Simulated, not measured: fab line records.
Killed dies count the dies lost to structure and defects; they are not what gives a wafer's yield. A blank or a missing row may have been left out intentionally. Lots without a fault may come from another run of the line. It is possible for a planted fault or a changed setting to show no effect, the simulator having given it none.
fab line records	flow sky130
[record] lots = 12	wafers = 36	last-day = 50
route steps=708 shown VIA4@652 PASSIVATION@681 PAD_OPEN@708
lots that met no fault: taken from a fault-free run of the same line
start-h: hours from the record's first day to the start of the lot's first wafer shown	wait-h: hours since the lot's step before	" as in the row above	L1.1+2: a single row standing in for several wafers	- no value, or no start given	* or withheld: withheld	< > ~ a bound
route shown NAME@n: NAME is a module with steps in the file, n the number in the route of the first one	usual: the fault-free wafers' mean and standard deviation	same: alike in all rows	chamber/n: place in a boat	sites: each site's reading	_std_site: the values' standard deviation	_edge_site: inner sites' mean taken away from outer sites' mean	radius-mm: for every site, how far away it sits from the centre of the wafer	mask NAME#n: copy n	behind: the most recent tool/chamber to have shaped the wafer	hold: why the lot was held/for how many hours/how that ended	device: the n, p or np transistor that did not switch	end of line: tests run on the same wafers once the route is complete	where a step has no rows: the recipe by itself	killed: not the wafer's yield, but the dies lost to structure and defects at the first sort	map: shows each die of a wafer: x if killed, . if not, _ if none is there
set.NAME: the run value of the setting; set.NAME@STEP: its run value at that earlier step	model.NAME: the simulator's own value behind a step, which no gauge read
route steps across a sampled set of lots; one table per step, one row per wafer
services: a tool's chamber out of use, with start hour (start-h, from the record's first day; less than 0 if before it), hours out, and reason
[[steps]]
[step SKY_VIA4_STRIP_13]
[recipe] chemistry = O2/N2	power-w = 1400	pressure-mtorr = 1500	platen-temp-c = withheld	o2-flow-sccm = 3000	n2-flow-sccm = 300	overash-fraction = 0.5
[usual] drypump-motor-current-A = 5.6/0.62	oes-product-au = 0.710/0.0043	strip-time-to-endpoint-s = 12.799/0.03
lot.wafer	tool	chamber	start-h	wait-h	drypump-motor-current-A	oes-product-au	rf-hours-counter-h	strip-time-to-endpoint-s
L232.2	plasma-asher-03	1	998.07	-	6.0	0.711	122	12.824
L232.3	"	0	"	"	6.0	0.707	-	12.814
L232.4	"	1	"	"	6.0	0.707	-	12.781
L233.3	plasma-asher-01	1	1010.78	-	5.0	0.708	-	12.802
L233.5	"	0	"	"	4.8	0.707	-	12.765
L233.6	"	1	"	"	5.0	0.714	-	12.813
L234.2	plasma-asher-01	0	1016.87	-	4.8	0.713	49	12.794
L234.4	"	1	"	"	5.0	0.706	-	12.762
L234.6	"	1	"	"	5.0	0.715	-	12.811
L236.2	plasma-asher-02	1	1033.27	-	6.4	0.705	30	12.829
L236.4	"	0	"	"	5.8	0.711	-	12.832
L236.5	"	1	"	"	6.4	0.707	-	12.829
L237.1	plasma-asher-03	0	1052.32	-	6.0	0.711	127	12.786
L237.3	"	0	"	"	6.0	0.713	-	12.850
L237.4	"	1	"	"	6.0	0.711	-	12.846
L239.1	plasma-asher-01	0	1058.60	-	4.8	0.706	53	12.782
L239.2	"	1	"	"	5.0	0.712	53	12.756
L239.4	"	0	"	"	4.8	0.708	-	12.788
L240.2	plasma-asher-02	1	1064.45	-	6.5	0.713	33	12.793
L240.4	"	0	"	"	5.8	0.709	-	12.809
L240.6	"	0	"	"	5.8	0.713	-	12.801
L243.2	plasma-asher-02	0	1078.27	-	5.8	0.707	35	12.804
L243.3	"	1	"	"	6.5	0.706	-	12.803
L243.4	"	0	"	"	5.8	0.711	-	12.799
L244.4	plasma-asher-02	0	1084.80	-	5.8	0.716	-	12.834
L244.5	"	1	"	"	6.4	0.704	-	12.795
L244.6	"	0	"	"	5.8	0.712	-	12.809
L250.2	plasma-asher-02	0	1121.85	-	5.8	0.708	39	12.831
L250.4	"	0	"	"	5.8	0.713	-	12.791
L250.5	"	1	"	"	6.5	0.716	-	12.796
L253.1	plasma-asher-02	0	1137.02	-	5.8	0.715	40	12.785
L253.4	"	1	"	"	6.5	0.709	-	12.836
L253.5	"	0	"	"	5.8	0.713	-	12.782
L255.2	plasma-asher-01	0	1142.32	-	4.8	0.702	61	12.815
L255.3	"	0	"	"	4.8	0.705	-	12.808
L255.6	"	0	"	"	4.8	0.709	-	12.749
[step SKY_PASSIVATION_CVD_00]
[recipe] material = SiO2	target-thk-nm = 90	temp-c = 400	time-s = withheld	rf-w = 600
[usual] heater-power-outer-w = 410/81	heater-power-w = 710/120
lot.wafer	tool	chamber	start-h	wait-h	heater-power-outer-w	heater-power-w
L232.2	pecvd-03	2	1023.10	0.0	351	650
L232.3	"	2	"	"	354	655
L232.4	"	0	"	"	524	806
L233.3	pecvd-04	0	1035.99	0.0	396	684
L233.5	"	0	"	"	397	692
L233.6	"	1	"	"	389	646
L234.2	pecvd-02	2	1042.20	0.0	339	638
L234.4	"	0	"	"	452	816
L234.6	"	1	"	"	298	523
L236.2	pecvd-02	0	1058.20	0.0	384	723
L236.4	"	1	"	"	323	532
L236.5	"	1	"	"	306	548
L237.1	pecvd-04	1	1076.28	0.0	375	634
L237.3	"	0	"	"	383	683
L237.4	"	2	"	"	500	873
L239.1	pecvd-02	1	1081.63	0.0	389	639
L239.2	"	0	"	"	420	765
L239.4	"	0	"	"	443	780
L240.2	pecvd-03	0	1087.28	0.0	470	725
L240.4	"	0	"	"	460	743
L240.6	"	2	"	"	411	714
L243.2	pecvd-02	1	1100.83	0.0	344	581
L243.3	"	0	"	"	423	759
L243.4	"	0	"	"	428	796
L244.4	pecvd-02	2	1108.09	0.0	357	649
L244.5	"	0	"	"	438	759
L244.6	"	1	"	"	379	647
L250.2	pecvd-03	0	1142.78	0.0	480	748
L250.4	"	1	"	"	595	1000
L250.5	"	0	"	"	481	738
L253.1	pecvd-04	0	1157.38	0.0	339	625
L253.4	"	2	"	"	469	790
L253.5	"	1	"	"	316	563
L255.2	pecvd-04	0	1163.22	0.0	329	605
L255.3	"	2	"	"	439	779
L255.6	"	0	"	"	342	616
[step SKY_PASSIVATION_CVD_02]
[recipe] material = Si3N4	target-thk-nm = 540	temp-c = 400	time-s = withheld	rf-w = 450
[usual] heater-power-outer-w = 463/100	heater-power-w = 776/140
lot.wafer	tool	chamber	start-h	wait-h	heater-power-outer-w	heater-power-w
L232.2	pecvd-02	2	1023.20	0.0	375	680
L232.3	"	1	"	"	401	672
L232.4	"	2	"	"	392	675
L233.3	pecvd-03	0	1036.07	0.0	565	855
L233.5	"	1	"	"	673	1066
L233.6	"	2	"	"	466	778
L234.2	pecvd-04	0	1042.28	0.0	438	744
L234.4	"	0	"	"	334	586
L234.6	"	0	"	"	361	644
L236.2	pecvd-03	2	1058.30	0.0	453	780
L236.4	"	2	"	"	460	785
L236.5	"	1	"	"	685	1056
L237.1	pecvd-03	0	1076.38	0.1	484	799
L237.3	"	1	"	"	626	1018
L237.4	"	0	"	"	526	827
L239.1	pecvd-03	2	1081.72	0.1	411	724
L239.2	"	1	"	"	714	1114
L239.4	"	1	"	"	563	883
L240.2	pecvd-04	2	1087.36	0.0	472	828
L240.4	"	1	"	"	394	678
L240.6	"	0	"	"	371	669
L243.2	pecvd-04	0	1100.91	0.0	430	733
L243.3	"	2	"	"	534	892
L243.4	"	1	"	"	393	662
L244.4	pecvd-03	0	1108.27	0.1	543	852
L244.5	"	2	"	"	386	705
L244.6	"	1	"	"	579	919
L250.2	pecvd-02	0	1142.86	0.0	477	826
L250.4	"	2	"	"	358	653
L250.5	"	1	"	"	360	611
L253.1	pecvd-02	2	1157.46	0.1	369	691
L253.4	"	2	"	"	382	697
L253.5	"	1	"	"	328	564
L255.2	pecvd-03	1	1163.31	0.0	706	1103
L255.3	"	0	"	"	489	763
L255.6	"	1	"	"	707	1105
[step SKY_PASSIVATION_STRIP_12]
[recipe] chemistry = O2/N2	power-w = 1400	pressure-mtorr = 1500	platen-temp-c = withheld	overash-fraction = 0.7	o2-flow-sccm = 3000	n2-flow-sccm = 300
[usual] drypump-motor-current-A = 5.5/0.61	oes-product-au = 0.661/0.0046	strip-time-to-endpoint-s = 31.56/0.13
lot.wafer	tool	chamber	start-h	wait-h	drypump-motor-current-A	oes-product-au	rf-hours-counter-h	strip-time-to-endpoint-s
L232.2	plasma-asher-03	0	1045.87	0.1	6.0	0.661	127	31.46
L232.3	"	0	"	"	6.0	0.664	-	31.44
L232.4	"	1	"	"	6.0	0.663	-	31.49
L233.3	plasma-asher-01	1	1058.45	0.1	5.0	0.649	-	31.34
L233.5	"	0	"	"	4.8	0.659	-	31.40
L233.6	"	1	"	"	5.0	0.660	-	31.35
L234.2	plasma-asher-04	0	1064.15	0.1	6.4	0.670	95	31.74
L234.4	"	1	"	"	4.9	0.663	-	31.43
L234.6	"	1	"	"	4.9	0.656	-	31.71
L236.2	plasma-asher-01	1	1079.80	0.1	5.0	0.661	56	31.50
L236.4	"	1	"	"	5.0	0.666	-	31.47
L236.5	"	0	"	"	4.8	0.657	-	31.44
L237.1	plasma-asher-03	0	1097.07	0.1	5.9	0.663	2	31.53
L237.3	"	0	"	"	6.0	0.672	-	31.65
L237.4	"	1	"	"	6.1	0.660	-	31.66
L239.1	plasma-asher-04	0	1102.10	0.1	6.4	0.663	99	31.58
L239.2	"	1	"	"	4.9	0.659	99	31.57
L239.4	"	0	"	"	6.4	0.661	-	31.76
L240.2	plasma-asher-04	1	1107.87	0.1	4.9	0.663	100	31.54
L240.4	"	1	"	"	5.0	0.656	-	31.57
L240.6	"	1	"	"	4.9	0.656	-	31.56
L243.2	plasma-asher-04	1	1121.37	0.1	4.9	0.662	101	31.64
L243.3	"	1	"	"	4.9	0.653	-	31.71
L243.4	"	0	"	"	6.3	0.654	-	31.49
L244.4	plasma-asher-01	0	1128.13	0.1	4.8	0.664	-	31.61
L244.5	"	0	"	"	4.8	0.661	-	31.66
L244.6	"	1	"	"	5.0	0.664	-	31.66
L250.2	plasma-asher-03	1	1160.30	0.1	6.0	0.661	8	31.65
L250.4	"	1	"	"	6.0	0.660	-	31.61
L250.5	"	0	"	"	6.0	0.659	-	31.66
L253.1	plasma-asher-01	1	1175.17	0.1	5.0	0.661	64	31.35
L253.4	"	1	"	"	5.0	0.666	-	31.35
L253.5	"	1	"	"	5.0	0.655	-	31.38
L255.2	plasma-asher-03	1	1180.52	0.1	6.0	0.667	10	31.44
L255.3	"	1	"	"	6.0	0.660	-	31.62
L255.6	"	1	"	"	6.0	0.658	-	31.72
[step SKY_PAD_OPEN_PROBE_99]
[usual] defect-limited-yield = 82.6/2.1	killed_at_M0_to_M3 = 42/7.6	killed_at_M4_up = 3.4/2	killed-at-contacts = 24/5.9	killed-at-front-end = 16/4.5	killed-at-other = 0.4/0.58	killed-dies = 86/10	killed-on-rim = 17/4.2	killed-open = 47/7.6	killed-short = 39/6.7	sort_bin_3_pad_short = 0.9/0.42	sort_bin_5_function = 10.3/1.7	sort_bin_6_memory = 6.2/1.2	sort-n-pass = 406/10	sort-yield-pct = 82.6/2.1
[same] gross-dies = 492	killed-at-back-side = 0	sort_bin_4_leakage[%] = 0	sort_bin_8_speed[%] = 0
lot.wafer	tool	chamber	start-h	wait-h	defect-limited-yield[%]	killed_at_M0_to_M3	killed_at_M4_up	killed-at-contacts	killed-at-front-end	killed-at-other	killed-dies	killed-on-rim	killed-open	killed-short	sort_bin_3_pad_short[%]	sort_bin_5_function[%]	sort_bin_6_memory[%]	sort-n-pass	sort-yield-pct[%]
L232.2	prober-02	-	1070.18	0.1	84.8	39	2	20	14	0	75	19	34	41	1.2	9.6	4.5	417	84.8
L232.3	prober-02	-	1070.23	0.2	82.9	45	1	18	20	0	84	16	48	36	0.8	10.4	5.9	408	82.9
L232.4	prober-02	-	1070.28	0.2	85.8	39	3	23	5	0	70	10	41	29	0.4	9.1	4.7	422	85.8
L233.3	prober-02	-	1082.08	0.2	84.1	42	2	20	14	0	78	19	43	35	1.4	7.5	6.9	414	84.1
L233.5	prober-02	-	1082.18	0.2	84.1	33	8	22	15	0	78	13	39	39	1.6	9.6	4.7	414	84.1
L233.6	prober-02	-	1082.23	0.2	81.9	37	4	31	16	1	89	20	47	42	0.6	10.4	7.1	403	81.9
L234.2	prober-02	-	1087.33	0.1	84.3	38	5	18	15	1	77	11	34	42	1.4	8.7	5.5	415	84.3
L234.4	prober-02	-	1087.43	0.2	79.1	42	3	29	28	1	103	24	58	45	1.2	10.8	8.9	389	79.1
L234.6	prober-02	-	1087.53	0.2	81.5	48	2	20	20	1	91	18	49	40	1.0	9.8	7.7	401	81.5
L236.2	prober-02	-	1102.73	0.1	82.9	37	5	23	19	0	84	13	46	37	0.6	11.0	5.5	408	82.9
L236.4	prober-02	-	1102.83	0.2	81.3	43	1	25	23	0	92	19	57	35	1.4	11.0	6.3	400	81.3
L236.5	prober-02	-	1102.88	0.2	83.1	44	2	23	14	0	83	23	40	42	0.6	11.0	5.3	409	83.1
L237.1	prober-02	-	1119.62	0.1	85.2	23	4	28	18	0	73	14	43	30	0.2	9.3	5.3	419	85.2
L237.3	prober-02	-	1119.72	0.2	82.5	40	5	23	18	0	86	16	49	37	2.0	10.6	4.9	406	82.5
L237.4	prober-02	-	1119.77	0.2	82.7	37	1	26	21	0	85	22	44	41	0.6	11.6	5.1	407	82.7
L239.1	prober-02	-	1124.18	0.1	77.8	55	5	28	21	0	109	21	57	52	0.4	12.0	9.8	383	77.8
L239.2	prober-02	-	1124.23	0.1	82.7	47	1	25	12	0	85	15	44	41	0.4	11.4	5.5	407	82.7
L239.4	prober-02	-	1124.33	0.2	88.0	31	3	10	15	0	59	8	25	34	0.8	6.5	4.7	433	88.0
L240.2	prober-02	-	1130.13	0.1	81.7	52	3	23	12	0	90	20	49	41	1.4	9.3	7.5	402	81.7
L240.4	prober-02	-	1130.23	0.2	78.3	62	2	28	14	1	107	17	56	51	1.0	13.2	7.5	385	78.3
L240.6	prober-02	-	1130.33	0.2	80.9	49	1	28	16	0	94	21	58	36	1.0	9.1	8.9	398	80.9
L243.2	prober-02	-	1142.90	0.2	85.2	40	6	18	9	0	73	18	37	36	0.6	9.1	5.1	419	85.2
L243.3	prober-02	-	1142.95	0.3	85.0	31	3	27	13	0	74	15	44	30	0.8	11.0	3.3	418	85.0
L243.4	prober-02	-	1143.00	0.3	84.3	34	4	27	12	0	77	21	45	32	0.4	9.3	5.9	415	84.3
L244.4	prober-02	-	1149.44	0.2	80.5	49	4	21	21	1	96	19	51	45	1.2	10.4	7.9	396	80.5
L244.5	prober-02	-	1149.49	0.2	80.7	45	3	32	14	1	95	18	46	47	0.4	12.6	6.3	397	80.7
L244.6	prober-02	-	1149.54	0.2	82.1	49	2	19	17	1	88	18	45	43	1.0	10.6	6.3	404	82.1
L250.2	prober-02	-	1179.88	0.1	81.3	36	27	16	13	0	92	28	34	32	2.4	8.1	8.1	400	81.3
L250.4	prober-02	-	1179.98	0.2	74.4	59	30	21	15	1	126	25	48	49	1.6	15.9	8.1	366	74.4
L250.5	prober-02	-	1180.03	0.2	85.0	37	3	19	15	0	74	17	47	27	0.6	7.5	6.9	418	85.0
L253.1	prober-02	-	1193.58	0.1	76.0	44	31	28	14	1	118	29	55	36	1.8	13.4	8.7	374	76.0
L253.4	prober-02	-	1193.73	0.2	83.7	39	4	25	12	0	80	21	42	38	1.6	8.5	6.1	412	83.7
L253.5	prober-02	-	1193.78	0.2	77.6	38	28	30	14	0	110	30	52	35	1.6	14.4	6.3	382	77.6
L255.2	prober-02	-	1200.92	2.0	85.0	39	4	16	15	0	74	13	44	30	1.0	8.7	5.3	418	85.0
L255.3	prober-02	-	1200.97	2.0	82.1	45	1	27	15	0	88	15	47	41	1.0	12.2	4.7	404	82.1
L255.6	prober-02	-	1201.12	2.1	82.5	48	5	22	11	0	86	22	46	40	0.4	10.8	6.3	406	82.5
// killed by level:class
L232.2 CONTACT:geometric-particle:open=9 VIA1:geometric-particle:open=9 METAL1:geometric-particle:short=6 METAL2:geometric-particle:short=5 CONTACT:geometric-particle:short=4 VIA1:geometric-particle:short=4 VIA2:geometric-particle:open=4 FIELD_ISO:geometric-particle:short=3
L232.3 VIA1:geometric-particle:open=13 VIA2:geometric-particle:open=7 POLY_GATE:geometric-particle:short=6 LI_CONTACT:geometric-particle:open=6 CONTACT:geometric-particle:open=6 METAL1:geometric-particle:short=6 VIA3:geometric-particle:open=6 FIELD_ISO:geometric-particle:short=5
L232.4 CONTACT:geometric-particle:open=9 VIA1:geometric-particle:open=8 LI_CONTACT:geometric-particle:open=8 METAL1:geometric-particle:short=6 METAL1:geometric-particle:open=5 VIA2:geometric-particle:open=4 VIA3:geometric-particle:open=4 CONTACT:geometric-particle:short=3
L233.3 VIA1:geometric-particle:open=16 LOCAL_INTERCONNECT:geometric-particle:short=6 VIA3:geometric-particle:open=6 CONTACT:geometric-particle:open=5 VIA3:geometric-particle:short=5 LI_CONTACT:geometric-particle:open=4 POLY_GATE:geometric-particle:short=4 METAL1:geometric-particle:open=4
L233.5 CONTACT:geometric-particle:open=10 LOCAL_INTERCONNECT:geometric-particle:short=8 VIA1:geometric-particle:open=8 VIA3:geometric-particle:open=7 METAL4:geometric-particle:short=7 METAL3:geometric-particle:short=6 FIELD_ISO:geometric-particle:short=4 FIELD_ISO:geometric-particle:open=3
L233.6 CONTACT:geometric-particle:open=9 LI_CONTACT:geometric-particle:open=8 VIA1:geometric-particle:open=8 VIA3:geometric-particle:open=7 CONTACT:geometric-particle:short=7 LOCAL_INTERCONNECT:geometric-particle:short=6 FIELD_ISO:geometric-particle:open=4 FIELD_ISO:geometric-particle:short=4
L234.2 VIA1:geometric-particle:open=8 FIELD_ISO:geometric-particle:short=6 VIA1:geometric-particle:short=6 LI_CONTACT:geometric-particle:open=5 CONTACT:geometric-particle:open=5 CONTACT:geometric-particle:short=4 METAL1:geometric-particle:short=4 VIA2:geometric-particle:open=4
L234.4 CONTACT:geometric-particle:open=12 POLY_GATE:geometric-particle:open=11 VIA1:geometric-particle:open=10 LI_CONTACT:geometric-particle:open=8 METAL2:geometric-particle:short=8 LOCAL_INTERCONNECT:geometric-particle:short=5 FIELD_ISO:geometric-particle:short=5 SPACER:geometric-particle:open=5
L234.6 VIA1:geometric-particle:open=13 CONTACT:geometric-particle:open=10 VIA1:geometric-particle:short=9 METAL1:geometric-particle:short=7 VIA2:geometric-particle:open=6 FIELD_ISO:geometric-particle:open=5 POLY_GATE:geometric-particle:open=4 SPACER:geometric-particle:short=3
L236.2 CONTACT:geometric-particle:open=9 VIA1:geometric-particle:open=7 FIELD_ISO:geometric-particle:short=6 CONTACT:geometric-particle:short=6 FIELD_ISO:geometric-particle:open=5 LI_CONTACT:geometric-particle:open=5 VIA2:geometric-particle:open=5 VIA3:geometric-particle:short=5
L236.4 CONTACT:geometric-particle:open=12 VIA1:geometric-particle:open=12 VIA3:geometric-particle:open=8 FIELD_ISO:geometric-particle:open=5 CONTACT:geometric-particle:short=5 POLY_GATE:geometric-particle:short=4 POLY_GATE:geometric-particle:open=4 POLY_CUT:geometric-particle:open=4
L236.5 VIA1:geometric-particle:open=12 FIELD_ISO:geometric-particle:short=8 LI_CONTACT:geometric-particle:open=8 VIA1:geometric-particle:short=8 CONTACT:geometric-particle:open=6 METAL2:geometric-particle:short=6 VIA2:geometric-particle:open=6 POLY_GATE:geometric-particle:open=4
L237.1 CONTACT:geometric-particle:open=11 POLY_GATE:geometric-particle:short=6 POLY_GATE:geometric-particle:open=6 CONTACT:geometric-particle:short=5 LOCAL_INTERCONNECT:geometric-particle:short=5 LI_CONTACT:geometric-particle:open=4 VIA1:geometric-particle:open=4 VIA2:geometric-particle:open=4
L237.3 VIA1:geometric-particle:open=11 VIA3:geometric-particle:open=9 CONTACT:geometric-particle:open=8 LI_CONTACT:geometric-particle:open=6 VIA2:geometric-particle:open=6 METAL4:geometric-particle:short=5 POLY_GATE:geometric-particle:short=4 POLY_GATE:geometric-particle:open=4
L237.4 FIELD_ISO:geometric-particle:short=8 LI_CONTACT:geometric-particle:open=7 VIA1:geometric-particle:open=7 CONTACT:geometric-particle:open=7 METAL1:geometric-particle:short=7 CONTACT:geometric-particle:short=6 POLY_GATE:geometric-particle:open=5 VIA2:geometric-particle:open=5
L239.1 VIA2:geometric-particle:open=12 VIA1:geometric-particle:open=12 CONTACT:geometric-particle:open=10 CONTACT:geometric-particle:short=7 VIA3:geometric-particle:open=7 FIELD_ISO:geometric-particle:open=6 FIELD_ISO:geometric-particle:short=6 METAL1:geometric-particle:short=6
L239.2 VIA1:geometric-particle:open=12 CONTACT:geometric-particle:open=9 VIA1:geometric-particle:short=7 VIA3:geometric-particle:open=7 LI_CONTACT:geometric-particle:open=5 LOCAL_INTERCONNECT:geometric-particle:short=5 CONTACT:geometric-particle:short=5 METAL1:geometric-particle:short=5
L239.4 METAL2:geometric-particle:short=6 VIA1:geometric-particle:open=6 POLY_GATE:geometric-particle:short=5 METAL1:geometric-particle:short=5 FIELD_ISO:geometric-particle:short=4 FIELD_ISO:geometric-particle:open=3 LOCAL_INTERCONNECT:geometric-particle:short=3 VIA3:geometric-particle:open=3
L240.2 VIA1:geometric-particle:open=17 LOCAL_INTERCONNECT:geometric-particle:short=10 VIA3:geometric-particle:open=9 METAL1:geometric-particle:short=8 FIELD_ISO:geometric-particle:open=6 FIELD_ISO:geometric-particle:short=5 CONTACT:geometric-particle:open=5 VIA2:geometric-particle:open=5
L240.4 VIA2:geometric-particle:open=14 VIA1:geometric-particle:open=11 CONTACT:geometric-particle:open=9 METAL2:geometric-particle:short=9 LI_CONTACT:geometric-particle:open=7 CONTACT:geometric-particle:short=7 METAL1:geometric-particle:short=7 VIA3:geometric-particle:open=6
L240.6 VIA3:geometric-particle:open=10 VIA2:geometric-particle:open=10 LI_CONTACT:geometric-particle:open=9 CONTACT:geometric-particle:open=7 VIA1:geometric-particle:open=7 VIA1:geometric-particle:short=7 CONTACT:geometric-particle:short=6 POLY_GATE:geometric-particle:open=4
L243.2 CONTACT:geometric-particle:open=9 VIA1:geometric-particle:open=7 VIA2:geometric-particle:open=7 VIA3:geometric-particle:open=6 VIA1:geometric-particle:short=4 METAL2:geometric-particle:short=4 METAL4:geometric-particle:short=4 METAL3:geometric-particle:short=4
L243.3 LI_CONTACT:geometric-particle:open=11 VIA1:geometric-particle:open=10 CONTACT:geometric-particle:open=7 POLY_GATE:geometric-particle:open=5 VIA3:geometric-particle:open=4 CONTACT:geometric-particle:short=4 VIA2:geometric-particle:open=4 METAL3:geometric-particle:short=4
L243.4 LI_CONTACT:geometric-particle:open=12 VIA1:geometric-particle:open=8 METAL2:geometric-particle:short=7 CONTACT:geometric-particle:open=5 VIA2:geometric-particle:open=5 FIELD_ISO:geometric-particle:short=4 LOCAL_INTERCONNECT:geometric-particle:open=4 METAL1:geometric-particle:short=4
L244.4 VIA1:geometric-particle:open=11 CONTACT:geometric-particle:open=9 FIELD_ISO:geometric-particle:short=7 VIA3:geometric-particle:open=7 FIELD_ISO:geometric-particle:open=6 LI_CONTACT:geometric-particle:open=6 METAL1:geometric-particle:short=6 VIA2:geometric-particle:open=6
L244.5 CONTACT:geometric-particle:open=15 VIA2:geometric-particle:open=10 CONTACT:geometric-particle:short=8 VIA1:geometric-particle:open=8 METAL2:geometric-particle:short=7 METAL1:geometric-particle:short=5 LI_CONTACT:geometric-particle:open=4 FIELD_ISO:geometric-particle:open=3
L244.6 VIA2:geometric-particle:open=9 VIA1:geometric-particle:open=8 VIA1:geometric-particle:short=8 CONTACT:geometric-particle:open=7 LOCAL_INTERCONNECT:geometric-particle:short=6 METAL2:geometric-particle:short=6 FIELD_ISO:geometric-particle:open=5 VIA3:geometric-particle:open=5
L250.2 VIA4:unspecified=26 LI_CONTACT:geometric-particle:open=8 METAL2:geometric-particle:short=8 VIA2:geometric-particle:open=7 METAL1:geometric-particle:short=6 POLY_GATE:geometric-particle:open=5 POLY_GATE:geometric-particle:short=4 CONTACT:geometric-particle:open=4
L250.4 VIA4:unspecified=29 VIA1:geometric-particle:open=12 METAL1:geometric-particle:short=10 LI_CONTACT:geometric-particle:open=9 METAL2:geometric-particle:short=9 FIELD_ISO:geometric-particle:short=6 VIA1:geometric-particle:short=5 VIA2:geometric-particle:open=5
L250.5 VIA1:geometric-particle:open=9 VIA2:geometric-particle:open=8 LI_CONTACT:geometric-particle:open=6 CONTACT:geometric-particle:open=6 FIELD_ISO:geometric-particle:open=5 CONTACT:geometric-particle:short=5 METAL2:geometric-particle:short=5 VIA1:geometric-particle:short=4
L253.1 VIA4:unspecified=27 VIA1:geometric-particle:open=10 CONTACT:geometric-particle:open=9 LI_CONTACT:geometric-particle:open=8 VIA3:geometric-particle:open=8 LI_CONTACT:geometric-particle:short=6 METAL1:geometric-particle:short=6 VIA3:geometric-particle:short=6
L253.4 CONTACT:geometric-particle:open=10 VIA1:geometric-particle:open=8 VIA3:geometric-particle:open=6 METAL1:geometric-particle:short=5 METAL2:geometric-particle:short=5 POLY_GATE:geometric-particle:open=4 LI_CONTACT:geometric-particle:open=4 LOCAL_INTERCONNECT:geometric-particle:short=4
L253.5 VIA4:unspecified=23 CONTACT:geometric-particle:open=11 LI_CONTACT:geometric-particle:open=9 VIA3:geometric-particle:open=9 VIA2:geometric-particle:open=7 POLY_GATE:geometric-particle:short=5 VIA1:geometric-particle:open=5 POLY_GATE:geometric-particle:open=4
L255.2 VIA1:geometric-particle:open=8 METAL1:geometric-particle:short=7 VIA3:geometric-particle:open=7 VIA2:geometric-particle:open=7 LI_CONTACT:geometric-particle:open=5 CONTACT:geometric-particle:open=5 POLY_GATE:geometric-particle:open=4 LOCAL_INTERCONNECT:geometric-particle:short=4
L255.3 VIA1:geometric-particle:open=11 CONTACT:geometric-particle:open=10 VIA3:geometric-particle:short=8 LI_CONTACT:geometric-particle:open=6 VIA3:geometric-particle:open=6 LOCAL_INTERCONNECT:geometric-particle:short=5 POLY_GATE:geometric-particle:short=4 VIA2:geometric-particle:open=4
L255.6 VIA3:geometric-particle:open=12 LI_CONTACT:geometric-particle:open=8 METAL1:geometric-particle:short=8 METAL2:geometric-particle:short=8 LOCAL_INTERCONNECT:geometric-particle:short=6 VIA1:geometric-particle:open=6 VIA2:geometric-particle:open=5 CONTACT:geometric-particle:open=4
[[services]]
tool	chamber	start-h	hours	kind
plasma-asher-01	-	983.19	2.0	repair
plasma-asher-01	-	985.22	3.9	repair
plasma-asher-03	-	989.98	0.9	repair
plasma-asher-03	-	996.05	0.3	repair
pecvd-03	1	999.38	-	clean
pecvd-03	1	999.38	-	consumable-replace:showerhead
pecvd-03	1	999.38	29.0	scheduled-down
pecvd-03	1	999.38	29.0	vent-cycle
pecvd-03	2	1002.82	2.1	scheduled-down
pecvd-04	0	1011.61	12.1	repair
pecvd-03	2	1037.21	3.8	repair
pecvd-02	2	1049.82	16.5	scheduled-down
plasma-asher-03	-	1055.05	14.6	pm
plasma-asher-03	-	1069.65	9.0	pm
pecvd-03	2	1075.79	4.5	repair
pecvd-02	2	1080.52	5.5	scheduled-down
pecvd-02	-	1090.49	0.6	repair
pecvd-03	-	1098.15	6.0	pm
plasma-asher-03	-	1109.08	2.8	pm
plasma-asher-02	-	1126.26	1.7	repair
plasma-asher-04	-	1140.40	1.2	repair
plasma-asher-01	-	1158.31	2.3	repair
plasma-asher-04	-	1161.37	10.0	repair
pecvd-03	2	1180.47	16.0	repair
[[key]]
[first-sign] step = SKY_PAD_OPEN_PROBE_99	reading = killed_at_M4_up	direction = up	sigmas = 13	usual = 3.4	struck = 29
[effect] step = SKY_PAD_OPEN_PROBE_99	reading = sort-n-pass	direction = down	sigmas = 2.5	usual = 406	struck = 380
met-at SKY_VIA4_STRIP_13
struck-lots L250,L253
struck-wafers L250.2,L250.4,L253.1,L253.5
not-acting-at SKY_PASSIVATION_CVD_00,SKY_PASSIVATION_CVD_02,SKY_PASSIVATION_STRIP_12
onset-between 1084.80 1121.85
[fault] kind = chamber-particle-source	tool = plasma-asher-02	chamber = 0	onset-h = 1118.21	steps = SKY_VIA4_STRIP_13	rate-per-visit-cm2 = 0.81637	end-h = 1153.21
